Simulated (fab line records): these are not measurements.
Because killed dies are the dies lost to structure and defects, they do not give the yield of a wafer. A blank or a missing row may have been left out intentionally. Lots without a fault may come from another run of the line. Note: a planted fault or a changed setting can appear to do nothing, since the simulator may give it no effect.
Which tool did it? :: flow sky130 :: 11 lots, 33 wafers sampled, at 2 steps of a route of 708

WHAT EACH GAUGE READ, for each wafer
SKY_VT_ADJUST_LVTN_OVL_MEAS_18.
lot: L859
measured: day 7 23:52
on: overlay-01
VT_ADJUST_LVTN_01_OVL (nm): 1.9 2.9 1.0

lot: L860
measured: day 8 02:01
on: overlay-01
VT_ADJUST_LVTN_01_OVL (nm): -1.6 0.5 -1.0

lot: L864
measured: day 9 01:52
on: overlay-01
VT_ADJUST_LVTN_01_OVL (nm): - - -

lot: L872
measured: day 11 05:44
on: overlay-02
VT_ADJUST_LVTN_01_OVL (nm): 1.2 1.1 0.9

lot: L874
measured: day 11 21:47
on: overlay-01
VT_ADJUST_LVTN_01_OVL (nm): 2.4 2.2 1.2

lot: L875
measured: day 12 05:50
on: overlay-01
VT_ADJUST_LVTN_01_OVL (nm): 1.6 1.3 1.1

lot: L876
measured: day 12 08:19
on: overlay-02
VT_ADJUST_LVTN_01_OVL (nm): 1.4 2.1 2.8

lot: L877
measured: day 12 17:04
on: overlay-02
VT_ADJUST_LVTN_01_OVL (nm): 1.9 1.6 1.7

lot: L880
measured: day 13 07:10
on: overlay-01
VT_ADJUST_LVTN_01_OVL (nm): -1.7 -1.4 1.5

lot: L881
measured: day 13 14:46
on: overlay-01
VT_ADJUST_LVTN_01_OVL (nm): -0.8 -1.3 0.3

lot: L882
measured: day 14 20:41
on: overlay-02
VT_ADJUST_LVTN_01_OVL (nm): 0.7 0.4 1.0

WHICH TOOL RAN EACH LOT (tool, then ch and the chambers of the sampled wafers, then the start)
lot: L859
SKY_VT_ADJUST_LVTN_EXPOSE_15: ilineStepper-02 ch 0, day 7 14:11

lot: L860
SKY_VT_ADJUST_LVTN_EXPOSE_15: ilineStepper-01 ch 0, day 7 15:54

lot: L864
SKY_VT_ADJUST_LVTN_EXPOSE_15: ilineStepper-01 ch 0, day 8 15:47

lot: L872
SKY_VT_ADJUST_LVTN_EXPOSE_15: ilineStepper-01 ch 0, day 10 18:26

lot: L874
SKY_VT_ADJUST_LVTN_EXPOSE_15: ilineStepper-02 ch 0, day 11 10:49

lot: L875
SKY_VT_ADJUST_LVTN_EXPOSE_15: ilineStepper-01 ch 0, day 11 19:03

lot: L876
SKY_VT_ADJUST_LVTN_EXPOSE_15: ilineStepper-02 ch 0, day 11 21:34

lot: L877
SKY_VT_ADJUST_LVTN_EXPOSE_15: ilineStepper-02 ch 0, day 12 06:01

lot: L880
SKY_VT_ADJUST_LVTN_EXPOSE_15: ilineStepper-01 ch 0, day 12 19:08

lot: L881
SKY_VT_ADJUST_LVTN_EXPOSE_15: ilineStepper-01 ch 0, day 13 02:53

lot: L882
SKY_VT_ADJUST_LVTN_EXPOSE_15: ilineStepper-01 ch 0, day 14 08:30
- SKY_VT_ADJUST_LVTN_EXPOSE_15: exposes mask HVN STD DERIVED, target cd 600 nm.

THE ANSWER, worked out from the rows above alone
Rule: the usual values come from the lots themselves. Put in order of their means at a reading, lots are off if they are a third of the lots or fewer, leave a main group of 4 or more, and stand apart from it by a gap of 3 or more times the standard deviation of the main group's means; of several such gaps the widest counts. If all means in a main group match to the digits the tables above print for the reading, that group is not used. Also off: a lot with no number at a reading for which 4 or more lots have one. All remaining lots with rows at the step are treated as sound.
Off: L864, seen at SKY_VT_ADJUST_LVTN_OVL_MEAS_18 (VT_ADJUST_LVTN_01_OVL). Without a number there: L864. The main group: mean 0.9 nm, standard deviation 1.1.
If a tool, at a process step before that reading, ran all the lots that are off and no sound lot after the first of them, it fits. The gauges at SKY_VT_ADJUST_LVTN_OVL_MEAS_18 are tried like those tools. Not one of the candidates tried fits.

WHAT WAS PUT IN BY THE SIMULATOR
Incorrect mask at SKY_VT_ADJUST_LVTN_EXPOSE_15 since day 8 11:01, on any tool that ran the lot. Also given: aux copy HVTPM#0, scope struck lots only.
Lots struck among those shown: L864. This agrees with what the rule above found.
